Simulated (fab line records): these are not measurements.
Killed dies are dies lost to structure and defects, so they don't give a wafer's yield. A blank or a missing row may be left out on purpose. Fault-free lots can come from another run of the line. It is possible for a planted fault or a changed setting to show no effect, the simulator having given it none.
Split-lot study :: flow sfq-line :: 23 wafers read across 5 lots, on a route 325 steps long

## ON THE SPLIT
At SFQ_TRILAYER_M0_LITHO_PEB_024 (peb time 60 s), the setting peb-time-s was moved away from the recipe's 60 s on 6 of the 23 wafers read, by -13.0% to +6.5%. This setting was run at the recipe's value on the other wafers.

## FROM THE SPLIT TO THE READING: what the file shows between them, 2 steps
- SFQ_TRILAYER_M0_LITHO_DEVELOP_023: time 60 s
- SFQ_TRILAYER_M0_BARC_OPEN_METAL_ETCH_031: etches BARC in O2, target depth 125 nm, time 41.7 s

## THE READING
M0.cd-nm (the simulator's own value, which no gauge read), in nm, at SFQ_TRILAYER_M0_ETCH_METAL_ETCH_024 (etches Nb in Cl2/Ar, stops on SiO2, target depth 240 nm, time 120 s). There is no usual value for it anywhere in the file. Here, 17 wafers ran the recipe; their average is 501.3 nm with a standard deviation of 1.7 nm.

wafer: L074.1
tool, chamber at the split: litho-track-02, 0
peb-time-s as run, s: 60
against the recipe: recipe
M0.cd-nm, nm: 502.9
against lot-mates on the recipe: -

wafer: L074.2
tool, chamber at the split: litho-track-02, 0
peb-time-s as run, s: 60
against the recipe: recipe
M0.cd-nm, nm: 498.1
against lot-mates on the recipe: -

wafer: L074.6
tool, chamber at the split: litho-track-02, 0
peb-time-s as run, s: 60
against the recipe: recipe
M0.cd-nm, nm: 501.9
against lot-mates on the recipe: -

wafer: L075.1
tool, chamber at the split: litho-track-01, 0
peb-time-s as run, s: 60
against the recipe: recipe
M0.cd-nm, nm: 503.5
against lot-mates on the recipe: -

wafer: L075.2
tool, chamber at the split: litho-track-01, 0
peb-time-s as run, s: 60
against the recipe: recipe
M0.cd-nm, nm: 502.3
against lot-mates on the recipe: -

wafer: L075.3
tool, chamber at the split: litho-track-01, 0
peb-time-s as run, s: 60
against the recipe: recipe
M0.cd-nm, nm: 504.1
against lot-mates on the recipe: -

wafer: L075.5
tool, chamber at the split: litho-track-01, 0
peb-time-s as run, s: 60
against the recipe: recipe
M0.cd-nm, nm: 504.1
against lot-mates on the recipe: -

wafer: L075.6
tool, chamber at the split: litho-track-01, 0
peb-time-s as run, s: 60
against the recipe: recipe
M0.cd-nm, nm: 502.3
against lot-mates on the recipe: -

wafer: L077.1
tool, chamber at the split: litho-track-02, 0
peb-time-s as run, s: 60
against the recipe: recipe
M0.cd-nm, nm: 499.9
against lot-mates on the recipe: -

wafer: L077.2
tool, chamber at the split: litho-track-02, 0
peb-time-s as run, s: 60
against the recipe: recipe
M0.cd-nm, nm: 499.5
against lot-mates on the recipe: -

wafer: L077.4
tool, chamber at the split: litho-track-02, 0
peb-time-s as run, s: 52.2
against the recipe: -13.0%
M0.cd-nm, nm: 520.3
against lot-mates on the recipe: +20.4

wafer: L077.5
tool, chamber at the split: litho-track-02, 0
peb-time-s as run, s: 60
against the recipe: recipe
M0.cd-nm, nm: 500.2
against lot-mates on the recipe: -

wafer: L077.6
tool, chamber at the split: litho-track-02, 0
peb-time-s as run, s: 52.2
against the recipe: -13.0%
M0.cd-nm, nm: 519
against lot-mates on the recipe: +19.1

wafer: L078.1
tool, chamber at the split: litho-track-01, 0
peb-time-s as run, s: 63.9
against the recipe: +6.5%
M0.cd-nm, nm: 489.3
against lot-mates on the recipe: -10.9

wafer: L078.2
tool, chamber at the split: litho-track-01, 0
peb-time-s as run, s: 60
against the recipe: recipe
M0.cd-nm, nm: 500.7
against lot-mates on the recipe: -

wafer: L078.3
tool, chamber at the split: litho-track-01, 0
peb-time-s as run, s: 63.9
against the recipe: +6.5%
M0.cd-nm, nm: 490
against lot-mates on the recipe: -10.2

wafer: L078.4
tool, chamber at the split: litho-track-01, 0
peb-time-s as run, s: 60
against the recipe: recipe
M0.cd-nm, nm: 500.3
against lot-mates on the recipe: -

wafer: L078.5
tool, chamber at the split: litho-track-01, 0
peb-time-s as run, s: 60
against the recipe: recipe
M0.cd-nm, nm: 499.7
against lot-mates on the recipe: -

wafer: L080.1
tool, chamber at the split: litho-track-02, 0
peb-time-s as run, s: 60
against the recipe: recipe
M0.cd-nm, nm: 501.6
against lot-mates on the recipe: -

wafer: L080.2
tool, chamber at the split: litho-track-02, 0
peb-time-s as run, s: 56.17
against the recipe: -6.4%
M0.cd-nm, nm: 511.7
against lot-mates on the recipe: +10.6

wafer: L080.4
tool, chamber at the split: litho-track-02, 0
peb-time-s as run, s: 56.17
against the recipe: -6.4%
M0.cd-nm, nm: 511.3
against lot-mates on the recipe: +10.2

wafer: L080.5
tool, chamber at the split: litho-track-02, 0
peb-time-s as run, s: 60
against the recipe: recipe
M0.cd-nm, nm: 500.5
against lot-mates on the recipe: -

wafer: L080.6
tool, chamber at the split: litho-track-02, 0
peb-time-s as run, s: 60
against the recipe: recipe
M0.cd-nm, nm: 501.2
against lot-mates on the recipe: -

FIT RESULTS
A straight line over all 23 wafers: M0.cd-nm changes by -1.52 nm for each +1% of peb-time-s; r = -0.97; the points scatter about the line by 1.7 nm.
The same after taking each lot's own level away (the mean of its wafers on the recipe; 23 wafers): -1.56 nm for each +1%; r = -0.99; scatter 0.97 nm.
Per that fit: largest peb-time-s move, reading shift of 20 nm.
The span of the lots' own levels, 499.87 to 503.26 nm, comes to 2.0 times the standard deviation stated above.
The two slopes agree, so the slope changes little with the lot-to-lot level.
Check: for one of the wafers moved furthest among these (-13.0%), held out of the fit, the line's prediction against its lot-mates is +20.1 nm. Against them it came out at +20.4 nm.

## OTHER SPLITS ON THESE WAFERS
These wafers also went through other splits before the reading. Each is held against what the fit with the lots' levels taken away leaves over:
other split on the same wafers: SFQ_TRILAYER_L0_DEP_SPUTTER_003 power-w
wafers away from the commonest value: 4
r with M0.cd-nm (lot level and that fit taken away): +0.04

other split on the same wafers: SFQ_TRILAYER_L0_LITHO_COAT_005 resist-thk-nm
wafers away from the commonest value: 10
r with M0.cd-nm (lot level and that fit taken away): +0.04

other split on the same wafers: SFQ_TRILAYER_L0_VIA_LITHO_COAT_018 resist-thk-nm
wafers away from the commonest value: 9
r with M0.cd-nm (lot level and that fit taken away): -0.02

other split on the same wafers: SFQ_TRILAYER_M0_DEP_SPUTTER_019 time-s
wafers away from the commonest value: 12
r with M0.cd-nm (lot level and that fit taken away): -0.15

other split on the same wafers: SFQ_TRILAYER_M0_LITHO_COAT_021 spin-rpm
wafers away from the commonest value: 8
r with M0.cd-nm (lot level and that fit taken away): +0.01

## THE WHOLE CHAIN: every reading that the file lists as answering this split, in the file's order
step: SFQ_TRILAYER_M0_BARC_OPEN_METAL_ETCH_031
what it does: etches BARC in O2, target depth 125 nm, time 41.7 s
reading: M0.cd-nm (the simulator's own value, which no gauge read)
change (the file's fit): -1.52 nm for each +1% of the setting
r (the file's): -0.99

step: SFQ_TRILAYER_M0_ETCH_METAL_ETCH_024
what it does: etches Nb in Cl2/Ar, stops on SiO2, target depth 240 nm, time 120 s
reading: M0.cd-nm (the simulator's own value, which no gauge read)
change (the file's fit): -1.56 nm for each +1% of the setting
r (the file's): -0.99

## THE FILE'S OWN FIT
M0.cd-nm changes by -1.56 nm for each +1% of peb-time-s, r = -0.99.
